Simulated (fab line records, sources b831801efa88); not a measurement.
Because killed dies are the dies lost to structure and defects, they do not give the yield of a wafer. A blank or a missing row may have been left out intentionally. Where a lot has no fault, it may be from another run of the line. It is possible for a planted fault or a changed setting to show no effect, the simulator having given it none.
fab line records	flow gf180mcu
[record] lots = 14	wafers = 42	lastDay = 34
route steps=602 shown M2@367 V2@398
lots with no fault: from the same line, run without faults
startH: the number of hours between the record's first day and the start of the first shown wafer of the lot	waitH: how many hours have passed since the lot's step before this one	" unchanged from the row above	L1.1+2: one row covering several wafers at once	- no value present, or no start provided	* or withheld: withheld	< > ~ a bound
route shown NAME@n: a module of which the file shows steps, and the number in the route of the first	usual: mean/standard deviation taken from wafers without a fault	same: alike in all rows	chamber/n: place in a boat	sites: each site's reading	_std_site: standard deviation of those values	_edge_site: inner sites' mean taken away from outer sites' mean	radiusMm: for every site, how far away it sits from the centre of the wafer	mask NAME#n: copy n	behind: the most recent tool/chamber to have shaped the wafer	hold: why the lot went on hold/how many hours it stayed there/how the hold came to an end	device: names the non-switching transistor (n, p or np)	end of line: tests of these same wafers at the route's end	a step with no rows: only its recipe	killed: dies that structure and defects cost at the first sort, which is not the same as the wafer's yield	map: dies across one wafer; x = killed, . = not, _ = none there
set.NAME: the setting as run; set.NAME@STEP: as run at that earlier step	model.NAME: the simulator's own value behind a step, which no gauge read
a sample of lots followed through the steps of the route, with each step as a table and each wafer as a row
services: when a tool's chamber went out of use (startH, in hours from the record's first day, below 0 if earlier), for how many hours, and the reason
[[steps]]
[step GF_M2_RS_MEAS_05]
[recipe] thkMeasGauge = four-point-probe	reads = TiN_of_M2_SPUTTER_04+Ti_of_M2_SPUTTER_03+AlCu_of_M2_SPUTTER_02+TiN_of_M2_SPUTTER_01+Ti_of_M2_SPUTTER_00
[usual] M2_ALCU_RS = 0.0690/0.0011
lot.wafer	tool	chamber	startH	waitH	M2_ALCU_RS[ohm/sq]
L434.2	filmMetro-01	-	402.56	0.0	0.0690
L434.3	"	-	"	"	0.0684
L434.4	"	-	"	"	0.0687
L437.1	filmMetro-01	-	458.08	0.0	0.0690
L437.4	"	-	"	"	0.0683
L437.6	"	-	"	"	0.0679
L438.1	filmMetro-02	-	459.93	0.0	0.0693
L438.4	"	-	"	"	0.0687
L438.6	"	-	"	"	0.0694
L440.1	filmMetro-03	-	467.76	0.0	0.0671
L440.4	"	-	"	"	0.0674
L440.6	"	-	"	"	0.0691
L444.1	filmMetro-03	-	512.89	0.0	0.0685
L444.5	"	-	"	"	0.0687
L444.6	"	-	"	"	0.0701
L446.2	filmMetro-02	-	520.15	0.0	0.0676
L446.4	"	-	"	"	0.0681
L446.5	"	-	"	"	0.0694
L447.2	filmMetro-03	-	529.44	0.0	0.0674
L447.3	"	-	"	"	0.0699
L447.6	"	-	"	"	0.0673
L448.1	filmMetro-02	-	545.46	0.0	0.0700
L448.2	"	-	"	"	0.0690
L448.5	"	-	"	"	0.0691
L449.2	filmMetro-02	-	549.11	0.0	0.0691
L449.3	"	-	"	"	0.0671
L449.5	"	-	"	"	0.0694
L452.1	filmMetro-03	-	570.18	0.0	0.0695
L452.2	"	-	"	"	0.0688
L452.4	"	-	"	"	0.0679
L454.2	filmMetro-02	-	586.48	0.0	0.0670
L454.4	"	-	"	"	0.0679
L454.6	"	-	"	"	0.0687
L455.1	filmMetro-03	-	590.78	0.0	0.0692
L455.3	"	-	"	"	0.0709
L455.6	"	-	"	"	0.0709
L456.1	filmMetro-02	-	598.09	0.0	0.0705
L456.2	"	-	"	"	0.0701
L456.5	"	-	"	"	0.0685
L457.1	filmMetro-03	-	607.27	0.0	0.0664
L457.2	"	-	"	"	0.0674
L457.6	"	-	"	"	0.0679
[step GF_V2_ETCH_16]
[recipe] chemistry = N2/H2	targetDepthA = withheld	overetchA = withheld	timeS = withheld	target = BARC	ionEnergyEv = 200	sourceW = 500	biasW = 100	pressureMtorr = 30	n2FlowSccm = 100	h2FlowSccm = 200
[usual] drypumpMotorCurrentA = 5.7/0.45	oesProductAu = 0.855/0.0043	throttleValvePct = 13.225/0.0083
lot.wafer	tool	chamber	startH	waitH	drypumpMotorCurrentA	oesProductAu	throttleValvePct
L434.2	rieDiel-01	1	450.78	0.0	5.8	0.850	13.217
L434.3	"	3	"	"	5.0	0.852	13.223
L434.4	"	0	"	"	6.5	0.855	13.228
L437.1	rieDiel-01	3	506.38	0.0	5.0	0.858	13.240
L437.4	"	0	"	"	6.6	0.853	13.229
L437.6	"	3	"	"	5.0	0.855	13.216
L438.1	rieDiel-03	1	507.56	0.0	5.5	0.859	13.219
L438.4	"	2	"	"	6.2	0.857	13.226
L438.6	"	3	"	"	5.3	0.852	13.227
L440.1	rieDiel-04	2	515.63	0.0	5.9	0.862	13.229
L440.4	"	2	"	"	5.9	0.858	13.235
L440.6	"	1	"	"	5.1	0.855	13.222
L444.1	rieDiel-04	0	559.48	0.0	5.6	0.853	13.227
L444.5	"	0	"	"	5.6	0.853	13.234
L444.6	"	3	"	"	5.9	0.855	13.232
L446.2	rieDiel-03	0	566.46	0.0	6.1	0.857	13.227
L446.4	"	3	"	"	5.3	0.852	13.233
L446.5	"	2	"	"	6.2	0.857	13.211
L447.2	rieDiel-01	2	574.99	0.0	5.2	0.855	13.226
L447.3	"	1	"	"	5.8	0.850	13.215
L447.6	"	0	"	"	6.6	0.857	13.218
L448.1	rieDiel-03	1	590.23	0.0	5.5	0.866	13.218
L448.2	"	2	"	"	6.1	0.854	13.228
L448.5	"	3	"	"	5.3	0.848	13.214
L449.2	rieDiel-04	3	593.09	0.0	6.0	0.858	13.229
L449.3	"	1	"	"	5.2	0.851	13.212
L449.5	"	3	"	"	5.9	0.855	13.214
L452.1	rieDiel-01	2	614.59	0.0	5.1	0.860	13.217
L452.2	"	3	"	"	5.0	0.863	13.225
L452.4	"	0	"	"	6.5	0.851	13.211
L454.2	rieDiel-03	1	628.56	0.0	5.5	0.848	13.215
L454.4	"	0	"	"	6.1	0.852	13.216
L454.6	"	3	"	"	5.3	0.852	13.238
L455.1	rieDiel-03	2	633.18	0.0	6.2	0.861	13.218
L455.3	"	3	"	"	5.3	0.857	13.224
L455.6	"	1	"	"	5.5	0.858	13.219
L456.1	rieDiel-04	2	639.88	0.0	5.9	0.855	13.226
L456.2	"	3	"	"	5.9	0.857	13.236
L456.5	"	2	"	"	5.9	0.856	13.234
L457.1	rieDiel-03	1	648.44	0.0	5.5	0.858	13.222
L457.2	"	2	"	"	6.2	0.852	13.225
L457.6	"	2	"	"	6.2	0.858	13.237
[step GF_V2_SPUTTER_21]
[recipe] material = Ti	targetThkNm = 15	chamberPressurePa = 5	powerW = 2500	substrateTempC = 200	timeS = 80.02
[usual] chamberPressurePa = 5.000/0.0097	throttleValvePct = 29.9/0.74
lot.wafer	tool	chamber	startH	waitH	chamberPressurePa	throttleValvePct
L434.2	pvdSputter-03	-	451.45	0.0	5.016	30.0
L434.3	"	-	"	"	4.983	30.6
L434.4	"	-	"	"	4.994	30.9
L437.1	pvdSputter-04	-	507.05	0.0	4.983	29.6
L437.4	"	-	"	"	5.004	29.3
L437.6	"	-	"	"	5.007	30.1
L438.1	pvdSputter-03	-	508.22	0.0	4.996	31.2
L438.4	"	-	"	"	5.008	30.2
L438.6	"	-	"	"	4.996	31.0
L440.1	pvdSputter-02	-	516.30	0.0	5.011	29.6
L440.4	"	-	"	"	5.007	30.7
L440.6	"	-	"	"	5.003	29.6
L444.1	pvdSputter-04	-	560.14	0.0	4.989	30.2
L444.5	"	-	"	"	4.995	29.6
L444.6	"	-	"	"	4.998	30.4
L446.2	pvdSputter-02	-	567.12	0.0	5.009	28.6
L446.4	"	-	"	"	4.999	29.8
L446.5	"	-	"	"	5.021	29.9
L447.2	pvdSputter-02	-	575.66	0.0	5.006	31.0
L447.3	"	-	"	"	5.008	29.8
L447.6	"	-	"	"	4.999	29.9
L448.1	pvdSputter-03	-	590.89	0.0	5.004	31.3
L448.2	"	-	"	"	5.021	30.6
L448.5	"	-	"	"	4.992	31.1
L449.2	pvdSputter-02	-	593.75	0.0	5.001	30.6
L449.3	"	-	"	"	5.002	29.8
L449.5	"	-	"	"	5.018	30.6
L452.1	pvdSputter-04	-	615.25	0.0	5.002	30.2
L452.2	"	-	"	"	5.002	29.3
L452.4	"	-	"	"	4.995	29.9
L454.2	pvdSputter-03	-	629.22	0.0	4.999	30.7
L454.4	"	-	"	"	5.001	31.3
L454.6	"	-	"	"	4.983	30.9
L455.1	pvdSputter-04	-	633.84	0.0	5.005	29.9
L455.3	"	-	"	"	4.982	30.3
L455.6	"	-	"	"	4.995	29.2
L456.1	pvdSputter-03	-	640.54	0.0	4.994	31.1
L456.2	"	-	"	"	4.993	30.2
L456.5	"	-	"	"	4.995	31.1
L457.1	pvdSputter-02	-	649.10	0.0	4.990	29.5
L457.2	"	-	"	"	4.996	30.7
L457.6	"	-	"	"	4.989	29.5
[step GF_V2_CMP_26]
[recipe] stopOn = SiO2	downForcePsi = 3.5	platenRpm = 60	tOverpolishS = 15	targetThkNm = 0	padVelocityMS = 0.94248
[usual] edgeZonePressureFrac = 0.999/0.0048	headPressurePsi = 3.500/0.0076	motorCurrentA = 10.3/1	overpolishRunS = 15.000/0.0093	slurryFilterDpKPa = 13.49/0.14	timeToEndpointS = 85/4.9
lot.wafer	tool	chamber	startH	waitH	edgeZonePressureFrac	headPressurePsi	motorCurrentA	overpolishRunS	slurryFilterDpKPa	timeToEndpointS
L434.4	cmp-02	2	451.84	0.0	1.002	3.511	11.1	14.991	13.47	87
L434.3	"	3	"	"	1.003	3.508	11.9	14.998	13.41	90
L434.2	"	0	"	"	1.001	3.507	11.1	15.000	13.45	79
L437.4	cmp-02	3	507.49	0.1	0.998	3.506	11.2	15.009	13.45	88
L437.1	"	0	"	"	0.999	3.507	11.1	14.986	13.33	77
L437.6	"	2	"	"	0.997	3.500	10.7	14.974	13.66	85
L438.1	cmp-02	0	508.61	0.1	0.994	3.500	10.4	15.007	13.44	82
L438.4	"	3	"	"	0.995	3.511	11.1	14.989	13.40	87
L438.6	"	1	"	"	1.001	3.498	8.3	14.999	13.42	82
L440.4	cmp-02	0	516.69	0.0	1.001	3.499	11.8	15.005	13.28	80
L440.1	"	1	"	"	1.000	3.493	9.3	15.003	13.60	87
L440.6	"	1	"	"	1.003	3.501	9.1	14.993	13.41	86
L444.1	cmp-01	3	560.64	0.1	0.994	3.504	8.8	14.990	13.34	80
L444.5	"	1	"	"	0.994	3.502	8.9	15.000	13.60	85
L444.6	"	2	"	"	1.003	3.498	10.5	15.012	13.57	93
L446.4	cmp-02	3	567.64	0.1	0.997	3.503	10.9	14.994	13.51	88
L446.2	"	0	"	"	1.002	3.506	11.3	14.985	13.25	77
L446.5	"	1	"	"	0.998	3.498	9.2	14.992	13.45	84
L447.3	cmp-01	3	576.06	0.0	0.997	3.490	8.9	15.013	13.35	72
L447.2	"	0	"	"	0.992	3.513	10.8	15.001	13.51	79
L447.6	"	3	"	"	1.000	3.500	8.9	14.982	13.73	73
L448.1	cmp-01	2	591.29	0.1	-	-	-	-	-	-
L448.2	"	1	"	"	-	-	-	-	-	-
L448.5	"	3	"	"	-	-	-	-	-	-
L449.2	cmp-01	3	594.20	0.1	-	-	-	-	-	-
L449.3	"	0	"	"	-	-	-	-	-	-
L449.5	"	3	"	"	-	-	-	-	-	-
L452.2	cmp-01	3	615.65	0.0	0.988	3.493	9.3	14.989	13.52	83
L452.1	"	0	"	"	1.002	3.493	11.3	14.989	13.57	87
L452.4	"	1	"	"	0.996	3.490	9.3	15.002	13.57	87
L454.4	cmp-01	3	629.61	0.0	0.990	3.495	9.0	14.995	13.37	81
L454.2	"	1	"	"	0.999	3.498	8.8	15.002	13.79	85
L454.6	"	3	"	"	0.987	3.498	9.0	15.002	13.31	78
L455.1	cmp-01	0	634.24	0.1	0.990	3.505	11.3	14.982	13.72	84
L455.3	"	3	"	"	0.995	3.512	9.0	14.993	13.25	74
L455.6	"	1	"	"	1.001	3.501	9.2	14.994	13.38	85
L456.1	cmp-01	2	640.99	0.1	1.010	3.510	10.3	15.005	13.47	93
L456.2	"	0	"	"	0.989	3.503	11.3	15.008	13.49	86
L456.5	"	2	"	"	1.003	3.491	10.0	15.011	13.59	93
L457.1	cmp-02	2	649.50	0.1	1.000	3.506	10.3	15.005	13.46	89
L457.2	"	0	"	"	0.998	3.498	10.6	14.987	13.48	78
L457.6	"	3	"	"	1.004	3.499	11.6	15.006	13.28	86
[[services]]
tool	chamber	startH	hours	kind
rieDiel-03	2	431.14	10.1	repair
rieDiel-01	1	464.21	2.3	repair
rieDiel-04	0	469.06	30.4	repair
rieDiel-04	3	471.44	9.1	repair
pvdSputter-02	-	481.57	1.1	repair
rieDiel-04	3	481.60	2.7	repair
rieDiel-03	3	483.94	6.1	repair
rieDiel-01	1	490.42	3.6	repair
pvdSputter-02	-	501.46	1.7	repair
rieDiel-04	0	501.70	25.6	repair
rieDiel-03	-	502.07	0.3	repair
cmp-01	-	507.68	0.6	repair
cmp-02	-	517.38	9.5	pm
rieDiel-03	2	546.30	4.9	repair
rieDiel-01	3	547.86	1.3	repair
cmp-02	-	570.45	2.2	repair
cmp-02	-	572.69	4.0	pm
cmp-01	-	585.91	2.3	repair
rieDiel-03	3	595.80	11.5	repair
pvdSputter-02	-	601.38	4.2	repair
rieDiel-03	0	638.45	8.8	repair
cmp-02	-	639.46	4.5	pm
cmp-02	-	644.33	0.7	repair
pvdSputter-02	-	647.08	1.9	repair
[[key]]
[firstSign] step = GF_V2_CMP_26	reading = toolRecord	direction = missing
effect none on later readings
metAt GF_V2_CMP_26
struckLots L448,L449
laterRowsLeftOut L448.1,L448.2,L448.5,L449.2,L449.3,L449.5
sortLeftOut L448.1,L448.2,L448.5,L449.2,L449.3,L449.5
notActingAt GF_M2_RS_MEAS_05,GF_V2_ETCH_16,GF_V2_SPUTTER_21
onsetBetween 576.06 591.29
[fault] kind = skippedStepWhole	tool = cmp-01	chamber = -	onsetH = 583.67	steps = GF_V2_CMP_26	scope = struckLotsOnly
// sortLeftOut: the simulated sort isn't trusted on such a fault, so these wafers' sort isn't shown, and their yield isn't known
// laterRowsLeftOut: the simulator's readings of these wafers behind a module that went badly wrong aren't trusted and aren't shown, but for the sort
